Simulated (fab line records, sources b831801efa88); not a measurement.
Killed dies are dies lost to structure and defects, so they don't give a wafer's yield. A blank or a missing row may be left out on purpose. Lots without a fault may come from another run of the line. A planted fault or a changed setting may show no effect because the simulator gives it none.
fab line records | flow sky130
record lots=6 wafers=18 last_day=50
route steps=708 shown RES_XHIGH@340 SD_N@342 PAD_OPEN@708
lots that met no fault: from a run of the same line without faults
start_h: hours from the record's first day to the start of the lot's first wafer shown | wait_h: hours since the lot's step before | " the same as in the row above | L1.1+2: a row that stands for several wafers | - no value, or no start given | * or withheld: withheld | < > ~ a bound
route shown NAME@n: a module of which the file shows steps, and the number in the route of the first | usual: mean/standard deviation of fault-free wafers | same: alike in all rows | chamber/n: place in a boat | sites: the reading at each site | _std_site: their standard deviation | _edge_site: outer sites' mean less inner sites' | radius_mm: how far each site lies from the wafer's centre | mask NAME#n: copy n | behind: the tool/chamber that last shaped the wafer | hold: why the lot was held/for how many hours/how that ended | device: the transistor (n, p or np) that didn't switch | end of line: the same wafers' tests at the end of the route | a step without rows: its recipe alone | killed: dies lost to structure and defects at the first sort, not the wafer's yield | map: a wafer's dies, x killed, . not, _ none there
set.NAME: the setting as run; set.NAME@STEP: as run at that earlier step | model.NAME: the simulator's own value behind a step, which no gauge read
lots at some steps of the route; a table a step, a row a wafer
services: from which hour (start_h, from the record's first day; less than 0 if before it) a tool's chamber was out of use, for how many hours, and why
## steps
# step SKY_RES_XHIGH_STRIP_08
# recipe chemistry=O2/N2 power_w=1400 pressure_mtorr=1500 platen_temp_c=withheld o2_flow_sccm=3000 n2_flow_sccm=300 overash_fraction=0.5
# usual chamber_pressure_mTorr=1500.1/1.3 drypump_motor_current_A=5.5/0.31 oes_product_au=0.711/0.0045 strip_time_to_endpoint_s=14.26/0.039
# columns lot.wafer tool chamber start_h wait_h chamber_pressure_mTorr drypump_motor_current_A oes_product_au rf_hours_counter_h strip_time_to_endpoint_s
L351.2 plasma_asher-03 0 642.86 0.1 1501.1 5.6 0.716 27 14.23
L351.3 " 0 " " 1499.8 5.6 0.712 - 14.24
L351.4 " 1 " " 1501.2 5.3 0.710 - 14.24
L354.1 plasma_asher-03 0 670.95 0.1 1498.5 5.6 0.713 29 14.32
L354.4 " 0 " " 1500.0 5.7 0.717 - 14.30
L354.5 " 1 " " 1501.5 5.3 0.709 - 14.31
L353.3 plasma_asher-04 1 674.74 0.1 1499.8 6.1 0.715 - 14.30
L353.5 " 0 " " 1497.7 5.7 0.706 - 14.29
L353.6 " 1 " " 1499.6 6.1 0.714 - 14.29
L363.3 plasma_asher-04 1 746.09 0.1 1501.9 6.1 0.717 - 14.22
L363.5 " 0 " " 1499.1 5.7 0.704 - 14.23
L363.6 " 1 " " 1502.9 6.1 0.711 - 14.26
L368.1 plasma_asher-03 0 789.50 0.1 1497.9 5.6 0.712 42 14.28
L368.2 " 1 " " 1499.9 5.3 0.707 42 14.22
L368.6 " 0 " " 1501.9 5.6 0.716 - 14.20
L370.1 plasma_asher-02 1 800.46 0.1 1499.2 5.1 0.709 100 14.24
L370.3 " 0 " " 1498.9 5.3 0.702 - 14.27
L370.4 " 1 " " 1502.7 5.1 0.715 - 14.30
# step SKY_RES_XHIGH_TW_MEAS_09
# usual RES_XHIGH_TW=1637/9.8
# columns lot.wafer tool chamber start_h wait_h RES_XHIGH_TW
L351.2 film_metro-03 - 642.97 0.1 1636
L351.3 " - " " 1642
L351.4 " - " " 1635
L354.1 film_metro-03 - 671.05 0.1 1640
L354.4 " - " " 1638
L354.5 " - " " 1646
L353.3 film_metro-04 - 674.83 0.1 1621
L353.5 " - " " 1621
L353.6 " - " " 1620
L363.3 film_metro-03 - 746.18 0.1 1650
L363.5 " - " " 1642
L363.6 " - " " 1646
L368.1 film_metro-02 - 789.60 0.1 1628
L368.2 " - " " 1628
L368.6 " - " " 1636
L370.1 film_metro-03 - 800.56 0.1 1635
L370.3 " - " " 1639
L370.4 " - " " 1637
# step SKY_SD_N_DEHYDRATE_00
# recipe temp_c=200 time_s=60
# step SKY_SD_N_HMDS_01
# recipe prime_time_s=60 prime_temp_c=120
# step SKY_SD_N_COAT_02
# recipe resist=NOVOLAK spin_rpm=3000 resist_thk_nm=1140
# step SKY_SD_N_SOFTBAKE_03
# recipe temp_c=90 time_s=60 resist=NOVOLAK
# step SKY_SD_N_EXPOSE_04
# recipe mask_id=NSDM na=0.6 source_shape=conventional sigma_outer=0.6 polarization=unpolarized target_cd_nm=380 dose_mj=141
# step SKY_SD_N_PEB_05
# recipe temp_c=withheld time_s=* resist=NOVOLAK
# step SKY_SD_N_DEVELOP_06
# recipe resist=NOVOLAK developer=TMAH develop_time_s=60 dev_temp_c=23
# step SKY_SD_N_CD_MEAS_07
# recipe target_cd_nm=380
# usual cd_nm=380.5/2.7
# columns lot.wafer tool chamber start_h wait_h cd_nm
L351.2 cd_sem-01 - 671.58 0.1 380.1
L351.3 " - " " 379.0
L351.4 " - " " 382.5
L354.1 cd_sem-01 - 699.11 0.1 379.3
L354.4 " - " " 379.6
L354.5 " - " " 376.2
L353.3 cd_sem-01 - 703.25 0.1 379.3
L353.5 " - " " 380.7
L353.6 " - " " 380.1
L363.3 cd_sem-01 - 773.15 0.1 377.7
L363.5 " - " " 376.3
L363.6 " - " " 373.9
L368.1 cd_sem-02 - 815.81 0.1 383.3
L368.2 " - " " 384.1
L368.6 " - " " 382.4
L370.1 cd_sem-02 - 826.41 0.1 383.6
L370.3 " - " " 386.7
L370.4 " - " " 385.6
# step SKY_SD_N_OVL_MEAS_08
# usual SD_N_OVL=1.5/1.4
# columns lot.wafer tool chamber start_h wait_h SD_N_OVL[nm]
L351.2 overlay-01 - 671.68 0.1 1.2
L351.3 " - " " 1.0
L351.4 " - " " 2.3
L354.1 overlay-02 - 699.23 0.1 1.5
L354.4 " - " " 1.4
L354.5 " - " " -0.8
L353.3 overlay-02 - 703.34 0.1 3.2
L353.5 " - " " 1.6
L353.6 " - " " 1.9
L363.3 overlay-01 - 773.24 0.1 2.9
L363.5 " - " " 3.1
L363.6 " - " " 3.5
L368.1 overlay-02 - 815.93 0.1 0.2
L368.2 " - " " 1.2
L368.6 " - " " 1.1
L370.1 overlay-02 - 826.53 0.1 1.1
L370.3 " - " " 0.6
L370.4 " - " " 1.5
# step SKY_SD_N_IMPLANT_09
# recipe species=As energy_kev=50 dose_cm2=4e+15 tilt_deg=0
# step SKY_SD_N_IMPLANT_10
# recipe species=P energy_kev=20 dose_cm2=1e+14 tilt_deg=0
# usual beam_energy_keV=20.000/0.0061
# columns lot.wafer tool chamber start_h wait_h beam_energy_keV model.implant.drp_nm
L351.2 implanter-03 0 671.89 0.1 20.000 13
L351.3 " 0 " " 20.007 13
L351.4 " 0 " " 20.011 13
L354.1 implanter-01 0 699.41 0.1 19.993 13
L354.4 " 0 " " 19.990 13
L354.5 " 0 " " 19.997 13
L353.3 implanter-01 0 703.56 0.1 19.999 13
L353.5 " 0 " " 19.995 13
L353.6 " 0 " " 19.998 13
L363.3 implanter-03 0 773.46 0.1 19.997 13
L363.5 " 0 " " 20.007 13
L363.6 " 0 " " 20.007 13
L368.1 implanter-01 0 816.11 0.1 19.322 12.73
L368.2 " 0 " " 19.327 12.73
L368.6 " 0 " " 19.323 12.73
L370.1 implanter-01 0 826.71 0.1 19.318 12.73
L370.3 " 0 " " 19.315 12.73
L370.4 " 0 " " 19.323 12.73
# step SKY_SD_N_STRIP_11
# recipe chemistry=O2/N2 power_w=1400 pressure_mtorr=1500 platen_temp_c=withheld o2_flow_sccm=3000 n2_flow_sccm=300 overash_fraction=0.5
# usual chamber_pressure_mTorr=1500.0/1.3 drypump_motor_current_A=5.8/0.51 oes_product_au=0.526/0.0043 strip_time_to_endpoint_s=22.52/0.038
# columns lot.wafer tool chamber start_h wait_h chamber_pressure_mTorr drypump_motor_current_A oes_product_au rf_hours_counter_h strip_time_to_endpoint_s
L351.2 plasma_asher-01 0 672.01 0.1 1499.2 6.7 0.523 56 22.57
L351.3 " 0 " " 1499.8 6.7 0.525 - 22.52
L351.4 " 1 " " 1500.3 5.8 0.522 - 22.52
L354.1 plasma_asher-03 1 699.56 0.1 1502.7 5.2 0.529 32 22.49
L354.4 " 0 " " 1498.8 5.6 0.528 - 22.49
L354.5 " 1 " " 1501.8 5.3 0.530 - 22.47
L353.3 plasma_asher-03 1 703.70 0.1 1500.2 5.3 0.530 - 22.55
L353.5 " 0 " " 1497.9 5.6 0.529 - 22.51
L353.6 " 1 " " 1499.8 5.2 0.524 - 22.53
L363.3 plasma_asher-03 1 773.60 0.1 1499.8 5.3 0.525 - 22.52
L363.5 " 1 " " 1500.9 5.3 0.528 - 22.57
L363.6 " 0 " " 1502.0 5.6 0.525 - 22.58
L368.1 plasma_asher-01 1 816.26 0.1 1498.6 5.7 0.529 73 22.53
L368.2 " 0 " " 1501.7 6.8 0.527 73 22.53
L368.6 " 0 " " 1500.7 6.7 0.532 - 22.60
L370.1 plasma_asher-04 0 826.86 0.1 1501.6 5.7 0.522 3 22.48
L370.3 " 0 " " 1500.6 5.7 0.525 - 22.50
L370.4 " 1 " " 1501.6 6.1 0.523 - 22.48
# step SKY_PAD_OPEN_PROBE_99
# usual killed_at_M0_to_M3=44/7.2 killed_at_M4_up=2.9/1.8 killed_at_contacts=24/5.6 killed_at_front_end=15/4.2 killed_at_other=0.4/0.71 killed_dies=86/9.2 killed_open=47/7.2 killed_short=39/5.7
# same gross_dies=492 killed_at_back_side=0
# columns lot.wafer tool chamber start_h wait_h killed_at_M0_to_M3 killed_at_M4_up killed_at_contacts killed_at_front_end killed_at_other killed_dies killed_open killed_short
L353.3 prober-02 - 1118.17 0.2 51 1 12 11 0 75 47 27
L353.6 prober-02 - 1118.32 0.2 43 2 29 19 0 93 47 45
L363.3 prober-01 - 1166.97 0.2 41 4 19 15 0 79 41 38
L363.5 prober-01 - 1167.07 0.2 54 3 20 12 0 89 53 36
L363.6 prober-01 - 1167.12 0.2 46 2 16 17 0 81 38 43
# killed by level:class
L353.3 VIA1:geometric_particle:open=13 VIA1:geometric_particle:short=7 VIA2:geometric_particle:open=7 VIA3:geometric_particle:open=7 CONTACT:geometric_particle:open=5 METAL2:geometric_particle:short=4 LI_CONTACT:geometric_particle:open=4 FIELD_ISO:geometric_particle:short=3
L353.6 VIA1:geometric_particle:open=12 CONTACT:geometric_particle:open=11 VIA3:geometric_particle:open=7 LOCAL_INTERCONNECT:geometric_particle:short=6 VIA2:geometric_particle:short=6 LI_CONTACT:geometric_particle:open=5 METAL1:geometric_particle:short=5 POLY_GATE:geometric_particle:short=4
L363.3 VIA2:geometric_particle:open=8 VIA1:geometric_particle:open=6 CONTACT:geometric_particle:open=6 FIELD_ISO:geometric_particle:open=5 VIA3:geometric_particle:open=5 LOCAL_INTERCONNECT:geometric_particle:short=5 METAL2:geometric_particle:short=5 POLY_GATE:geometric_particle:short=4
L363.5 VIA1:geometric_particle:open=14 VIA1:geometric_particle:short=9 VIA2:geometric_particle:open=8 LI_CONTACT:geometric_particle:open=8 METAL2:geometric_particle:short=7 POLY_GATE:geometric_particle:open=5 CONTACT:geometric_particle:open=5 METAL1:geometric_particle:short=4
L363.6 VIA1:geometric_particle:open=10 VIA1:geometric_particle:short=10 METAL2:geometric_particle:short=6 LOCAL_INTERCONNECT:geometric_particle:short=5 CONTACT:geometric_particle:open=5 METAL3:geometric_particle:short=5 FIELD_ISO:geometric_particle:short=4 POLY_GATE:geometric_particle:short=4
## services
# columns tool chamber start_h hours kind
implanter-03 - 635.88 1.2 repair
plasma_asher-04 - 642.61 2.4 repair
implanter-01 - 655.54 8.8 repair
implanter-03 - 665.81 4.2 repair
implanter-03 - 674.80 4.3 repair
implanter-03 - 707.61 3.3 pm
implanter-03 - 729.66 1.8 repair
plasma_asher-04 - 733.75 9.0 pm
plasma_asher-04 0 733.75 9.0 vent_cycle
plasma_asher-04 1 733.75 9.0 vent_cycle
plasma_asher-04 0 742.75 - clean
plasma_asher-04 1 742.75 - clean
plasma_asher-02 - 743.40 3.0 repair
plasma_asher-04 - 765.51 37.2 repair
plasma_asher-04 - 775.08 2.7 repair
implanter-01 - 794.10 12.4 repair
plasma_asher-04 - 802.75 14.6 pm
## key
first_sign step=SKY_SD_N_IMPLANT_10 reading=beam_energy_keV direction=down sigmas=99+ usual=* struck=*
effect none on later readings
model_effect step=SKY_SD_N_IMPLANT_10 value=implant.drp_nm without=13 struck=12.73
met_at SKY_SD_N_IMPLANT_10
struck_wafers L368.1,L368.2,L368.6,L370.1,L370.3,L370.4
tester_left_out L368,L370
onset_between 703.56 816.11
fault kind=process_parameter_drift tool=implanter-01 chamber=- onset_h=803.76 steps=SKY_SD_N_IMPLANT_10 channel=energy_kev offset=* shape=step end_h=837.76 acts_in=* stated=*
# tester_left_out: of these lots the tester's yield and bins aren't shown, on N5 and GAA mostly nor the transistor test; their killed dies are dies lost to structure and defects alone, not to doping, threshold or leakage, so they don't give the yield
